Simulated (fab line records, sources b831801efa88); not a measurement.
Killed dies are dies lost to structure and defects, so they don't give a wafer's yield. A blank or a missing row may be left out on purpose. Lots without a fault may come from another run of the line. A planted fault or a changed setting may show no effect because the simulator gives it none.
Chamber matching | flow gf180mcu | GF_V1_CMP_04 on cmp-01: 4 sister chambers
The step polishes SiO2. 18 wafers are shown with their chamber, then 9 later ones without.

WAFERS WITH THEIR CHAMBER
wafer  | chamber | motor_current_A (A) | time_to_endpoint_s (s)
L789.3 | 0       | 11.7                | 75
L789.4 | 3       | 11.3                | 79
L789.6 | 0       | 12.4                | 80
L791.3 | 1       | 10.9                | 79
L791.4 | 0       | 11.6                | 75
L791.5 | 2       | 12.5                | 90
L792.1 | 2       | 13.0                | 83
L792.2 | 1       | 10.9                | 77
L792.4 | 3       | 11.3                | 82
L793.2 | 3       | 11.5                | 75
L793.3 | 0       | 12.1                | 66
L793.6 | 2       | 12.8                | 83
L794.2 | 1       | 10.5                | 77
L794.4 | 0       | 11.8                | 81
L794.5 | 2       | 12.5                | 88
L796.1 | 0       | 11.8                | 66
L796.3 | 3       | 12.1                | 76
L796.5 | 0       | 12.0                | 76

SIGNATURES (means of the wafers above)
reading            | chamber 0 | chamber 1 | chamber 2 | chamber 3 | scatter within a chamber
motor_current_A    | 11.914    | 10.767    | 12.700    | 11.550    | 0.288
time_to_endpoint_s | 74.14     | 77.67     | 86.00     | 78.00     | 4.55
Rule: a wafer's distance from a chamber is the root of the sum, over the readings, of the square of ((its reading less the chamber's mean) divided by the reading's scatter). The wafer belongs to the nearest chamber; if the next one is less than 2 further off, it can't be placed. The scatter: the root of (the sum of the squares of (reading less its chamber's mean) over the shown wafers, divided by (wafers less chambers)).

WAFERS WITHOUT THEIR CHAMBER
wafer  | motor_current_A (A) | time_to_endpoint_s (s)
L804.1 | 12.4                | 78
L804.2 | 11.6                | 73
L804.6 | 12.0                | 77
L805.1 | 10.8                | 79
L805.2 | 12.0                | 83
L805.3 | 12.4                | 72
L807.1 | 11.8                | 75
L807.3 | 12.3                | 73
L807.5 | 11.8                | 85

WHICH CHAMBER EACH WENT THROUGH
wafer  | from the rows above          | in truth
L804.1 | can't be placed: 0 or 2 or 3 | 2
L804.2 | can't be placed: 3 or 0 or 1 | 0
L804.6 | can't be placed: 0 or 3      | 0
L805.1 | 1                            | 1
L805.2 | can't be placed: 3 or 0 or 2 | 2
L805.3 | can't be placed: 0 or 3 or 2 | 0
L807.1 | can't be placed: 0 or 3      | 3
L807.3 | can't be placed: 0 or 3 or 2 | 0
L807.5 | can't be placed: 3 or 0 or 2 | 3
Placed correctly: 1 of 9. Can't be placed from these rows: 8 (the true chamber is among the candidates in 8). Placed wrongly: 0.
